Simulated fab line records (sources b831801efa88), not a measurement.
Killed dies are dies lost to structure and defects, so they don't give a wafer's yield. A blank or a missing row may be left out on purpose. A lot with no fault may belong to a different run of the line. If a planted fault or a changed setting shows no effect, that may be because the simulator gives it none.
What tool caused it? ; flow gf180mcu ; 39 wafers from 13 lots sampled at 4 of the route's 602 steps

WHAT EACH GAUGE READ, for each wafer
GF_V2_CD_MEAS_14: target cd 260 nm. Usual: cd-nm reads 259.7 nm (standard deviation 1.2).
lot;measured;on;cd-nm (nm);flag
L436;day 20 15:30;cd-sem-01;259.2 260.3 259.5;
L437;day 21 01:35;cd-sem-02;258.9 259.1 258.8;
L438;day 21 15:53;cd-sem-01;260.9 259.7 259.9;
L442;day 22 20:37;cd-sem-02;264.8 265.8 265.6;OFF
L443;day 23 04:22;cd-sem-01;264.8 265.2 264.4;OFF
L450;day 25 13:51;cd-sem-01;259.4 259.4 258.9;
L451;day 26 01:37;cd-sem-01;259.3 259.7 259.2;
L452;day 26 05:53;cd-sem-01;260.6 260.0 260.9;
L454;day 27 03:41;cd-sem-01;258.1 258.8 258.5;
L455;day 27 06:01;cd-sem-01;261.4 259.4 260.4;
L456;day 27 08:26;cd-sem-01;258.7 258.5 259.3;
L457;day 27 17:44;cd-sem-01;260.9 262.2 260.8;
L458;day 28 01:34;cd-sem-02;256.6 257.1 258.1;

GF_V2_OVL_MEAS_15. Usual: V2_OVL typically reads 0 nm, with standard deviation 5.4.
lot;measured;on;V2_OVL (nm);flag
L436;day 20 15:37;overlay-02;5 -6 -1;
L437;day 21 01:42;overlay-01;-4 1 3;
L438;day 21 15:59;overlay-02;-1 -8 -3;
L442;day 22 20:42;overlay-01;-9 -5 -1;
L443;day 23 04:27;overlay-02;0 2 -3;
L450;day 25 13:56;overlay-01;8 4 -5;
L451;day 26 01:44;overlay-01;-3 -1 -2;
L452;day 26 05:59;overlay-02;3 4 3;
L454;day 27 03:47;overlay-01;1 2 3;
L455;day 27 06:08;overlay-01;-1 -2 4;
L456;day 27 08:32;overlay-01;-3 7 -3;
L457;day 27 17:50;overlay-01;4 -8 -7;
L458;day 28 01:41;overlay-02;3 -1 0;

EACH LOT AND THE TOOL THAT RAN IT (in order: tool; ch and the chambers of the sampled wafers; start)
lot;GF_V2_CVD_02;GF_V2_PEB_12
L436;pecvd-02 ch 0,1,2, day 19 15:56;litho-track-04 ch 0, day 20 15:10
L437;pecvd-02 ch 1,2, day 20 01:32;litho-track-04 ch 0, day 21 01:14
L438;pecvd-02 ch 0,1, day 20 15:56;litho-track-03 ch 0, day 21 15:33
L442;pecvd-03 ch 0,1,2, day 21 20:38;litho-track-03 ch 0, day 22 20:17
L443;pecvd-02 ch 0,1, day 22 05:29;litho-track-03 ch 0, day 23 04:02
L450;pecvd-04 ch 0,1, day 24 15:32;litho-track-01 ch 0, day 25 13:32
L451;pecvd-03 ch 0,1,2, day 25 03:49;litho-track-01 ch 0, day 26 01:16
L452;pecvd-03 ch 0,1,2, day 25 07:41;litho-track-04 ch 0, day 26 05:30
L454;pecvd-03 ch 0,1, day 26 06:46;litho-track-01 ch 0, day 27 03:20
L455;pecvd-03 ch 0,1, day 26 08:22;litho-track-03 ch 0, day 27 05:39
L456;pecvd-02 ch 0,1,2, day 26 11:49;litho-track-01 ch 0, day 27 08:05
L457;pecvd-02 ch 1,2, day 26 22:06;litho-track-01 ch 0, day 27 17:23
L458;pecvd-04 ch 0,1,2, day 27 05:28;litho-track-03 ch 0, day 28 01:13
- GF_V2_CVD_02: deposits SiO2 from TEOS, target thk 850 nm, time 94.851 s.
- GF_V2_PEB_12: peb time 90 s.

WHAT THE TOOLS THEMSELVES READ (means of the sampled wafers that have a number; where no wafer has one, the mark that the record gives instead)
GF_V2_CVD_02. Usual: heater-power-w 675 W, standard deviation 130; susceptor-temp-C 400.01 C, standard deviation 0.22.
lot;tool;heater-power-w (W);susceptor-temp-C (C);flag
L436;pecvd-02;735;400.03;
L437;pecvd-02;777;400.03;
L438;pecvd-02;670;399.85;
L442;pecvd-03;672;400.09;
L443;pecvd-02;655;399.91;
L450;pecvd-04;670;399.95;
L451;pecvd-03;641;400.10;
L452;pecvd-03;676;400.06;
L454;pecvd-03;620;400.17;
L455;pecvd-03;620;400.12;
L456;pecvd-02;685;399.95;
L457;pecvd-02;749;399.74;
L458;pecvd-04;565;400.17;

GF_V2_PEB_12. Usual: heater-power-total-W 85.70 W, standard deviation 0.084; plate-temp-C 135.02 C, standard deviation 0.14.
lot;tool;heater-power-total-W (W);plate-temp-C (C);flag
L436;litho-track-04;85.73;135.05;
L437;litho-track-04;85.72;134.83;
L438;litho-track-03;85.69;135.01;
L442;litho-track-03;87.37;137.16;OFF
L443;litho-track-03;87.40;137.12;OFF
L450;litho-track-01;85.66;135.18;
L451;litho-track-01;85.70;135.10;
L452;litho-track-04;85.70;134.82;
L454;litho-track-01;85.67;135.14;
L455;litho-track-03;85.57;135.18;
L456;litho-track-01;85.66;135.13;
L457;litho-track-01;85.67;134.78;
L458;litho-track-03;85.78;135.06;

THE ANSWER, worked out from the rows above alone
Rule: a lot is off if the mean of its wafers that have a number lies more than 3 standard deviations from the usual mean. Also off: a lot with no number at a reading for which 4 or more lots have one. All remaining lots with rows at the step are treated as sound. First the gauges in route order, then the tools' own readings, where a lot's mean is used as printed above. The first step at which some lot is off is used, and at that step the reading that is off furthest; a lot without a number counts as furthest.
Off at GF_V2_CD_MEAS_14 (cd-nm): L442, L443.
If a tool, at a process step before that reading, ran all the lots that are off and no sound lot after the first of them, it fits. The gauges at GF_V2_CD_MEAS_14 aren't tried: what is off there is off at GF_V2_PEB_12 too, on other tools, and a gauge's error can't cause that. Not one of the candidates tried fits.

WHAT THE SIMULATOR PUT IN
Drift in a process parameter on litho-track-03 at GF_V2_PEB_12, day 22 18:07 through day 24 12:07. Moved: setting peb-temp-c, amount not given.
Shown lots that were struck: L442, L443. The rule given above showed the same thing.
